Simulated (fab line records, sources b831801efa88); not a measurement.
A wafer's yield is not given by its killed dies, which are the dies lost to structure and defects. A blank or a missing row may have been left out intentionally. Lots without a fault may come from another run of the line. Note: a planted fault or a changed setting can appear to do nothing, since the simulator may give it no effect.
The tool behind it: which one? ; flow sky130 ; Sampling: 10 lots, 30 wafers, 4 of 708 route steps

WHAT THE GAUGES SHOWED, per wafer
SKY_VIA2_RS_MEAS_22: measurement is done with a four-point probe. Usual: VIA2_W_RS 0.275 ohm/sq, standard deviation 0.0041.
lot;measured;on;VIA2_W_RS (ohm/sq);flag
L632;day 36 15:37;film metro-01;0.279 0.275 0.277;
L637;day 38 14:20;film metro-02;0.279 0.282 0.277;
L641;day 39 18:46;film metro-02;0.278 0.275 0.276;
L643;day 40 09:39;film metro-01;0.271 0.269 0.278;
L646;day 40 17:53;film metro-02;0.276 0.280 0.276;
L647;day 41 02:46;film metro-03;0.267 0.277 0.264;
L650;day 42 02:43;film metro-01;0.282 0.270 0.280;
L653;day 42 16:51;film metro-03;0.281 0.281 0.268;
L655;day 43 01:29;film metro-02;0.279 0.281 0.279;
L654;day 43 04:02;film metro-02;0.267 0.279 0.270;

SKY_CAPM_THK_MEAS_01. Usual: CAPM_CVD_00_THK 15.52 nm, standard deviation 0.25.
lot;measured;on;CAPM_CVD_00_THK (nm);flag
L632;day 36 16:14;film metro-01;15.54 15.44 15.30;
L637;day 38 14:59;film metro-02;15.29 15.46 15.37;
L641;day 39 19:25;film metro-01;14.03 15.69 14.67;
L643;day 40 10:22;film metro-02;15.58 15.63 15.60;
L646;day 40 18:32;film metro-04;15.49 15.35 15.49;
L647;day 41 03:25;film metro-01;15.59 15.64 15.97;
L650;day 42 03:20;film metro-02;15.63 15.85 15.29;
L653;day 42 17:29;film metro-04;15.54 15.57 15.69;
L655;day 43 02:09;film metro-04;15.21 15.30 15.42;
L654;day 43 04:41;film metro-01;15.40 15.19 15.62;

TOOL THAT RAN EACH LOT (tool first, then ch and the chambers of the sampled wafers, then the start)
lot;SKY_VIA2_ETCH_14;SKY_CAPM_CVD_00
L632;rie diel-01 ch 0,1, day 36 14:38;pecvd-04 ch 0,1,2, day 36 16:12
L637;rie diel-02 ch 0,2, day 38 13:26;pecvd-04 ch 0,1,2, day 38 14:58
L641;rie diel-01 ch 0,1,3, day 39 17:49;pecvd-04 ch 0,2, day 39 19:22
L643;rie diel-02 ch 1,3, day 40 08:44;pecvd-01 ch 0,1,2, day 40 10:20
L646;rie diel-01 ch 0,1,2, day 40 16:59;pecvd-01 ch 1,2, day 40 18:31
L647;rie diel-01 ch 1,2,3, day 41 01:50;pecvd-01 ch 0,2, day 41 03:22
L650;rie diel-04 ch 0,1,3, day 42 01:47;pecvd-01 ch 1,2, day 42 03:18
L653;rie diel-01 ch 0,2, day 42 15:56;pecvd-04 ch 0,1,2, day 42 17:28
L655;rie diel-01 ch 0,1, day 43 00:35;pecvd-01 ch 0,1,2, day 43 02:08
L654;rie diel-04 ch 0,1,3, day 43 03:08;pecvd-02 ch 1,2, day 43 04:40
- SKY_VIA2_ETCH_14: etches BARC in N2/H2, stops on SiO2, time 45.9 s, target depth 60 nm.
- SKY_CAPM_CVD_00: deposits SiO2, target thk 15.5 nm.

WHAT THE TOOLS THEMSELVES READ (means of the sampled wafers that have a number; where no wafer has one, the mark that the record gives instead)
SKY_VIA2_ETCH_14. Usual: bias w 99.98 W, standard deviation 0.3; drypump motor current A 5.8 A, standard deviation 0.42; oes product au 0.855 a.u., standard deviation 0.0047; throttle valve pct 13.225 %, standard deviation 0.0094.
lot;tool;bias w (W);drypump motor current A (A);oes product au (a.u.);throttle valve pct (%);flag
L632;rie diel-01;100.32;5.7;0.854;13.226;
L637;rie diel-02;100.30;5.6;0.850;13.217;
L641;rie diel-01;100.17;5.8;0.855;13.210;
L643;rie diel-02;100.03;6.3;0.858;13.220;
L646;rie diel-01;99.76;5.7;0.853;13.217;
L647;rie diel-01;100.09;5.7;0.862;13.221;
L650;rie diel-04;99.67;6.1;0.851;13.229;
L653;rie diel-01;100.09;5.3;0.855;13.218;
L655;rie diel-01;99.82;5.7;0.853;13.220;
L654;rie diel-04;99.76;6.1;0.855;13.219;

SKY_CAPM_CVD_00. Usual: heater power w at 690 W, with a standard deviation of 98.
lot;tool;heater power w (W);flag
L632;pecvd-04;650;
L637;pecvd-04;670;
L641;pecvd-04;670;
L643;pecvd-01;647;
L646;pecvd-01;621;
L647;pecvd-01;628;
L650;pecvd-01;614;
L653;pecvd-04;679;
L655;pecvd-01;691;
L654;pecvd-02;684;

THE ANSWER, worked out from the rows above alone
Rule: a lot counts as off when the mean over its wafers that have a number is more than 3 standard deviations away from the usual mean. Also off: a lot with no number at a reading for which 4 or more lots have one. The other lots that the step has rows for count as sound. Order of review: gauges by route order, followed by the tools' own readings, for which a lot's mean as printed above is used. At the first step where some lot is off, the reading lying furthest off is the one used; lots without a number count as furthest.
No lot is off on any of the readings shown, so nothing can be concluded from this.

WHAT HAD BEEN PUT IN BY THE SIMULATOR
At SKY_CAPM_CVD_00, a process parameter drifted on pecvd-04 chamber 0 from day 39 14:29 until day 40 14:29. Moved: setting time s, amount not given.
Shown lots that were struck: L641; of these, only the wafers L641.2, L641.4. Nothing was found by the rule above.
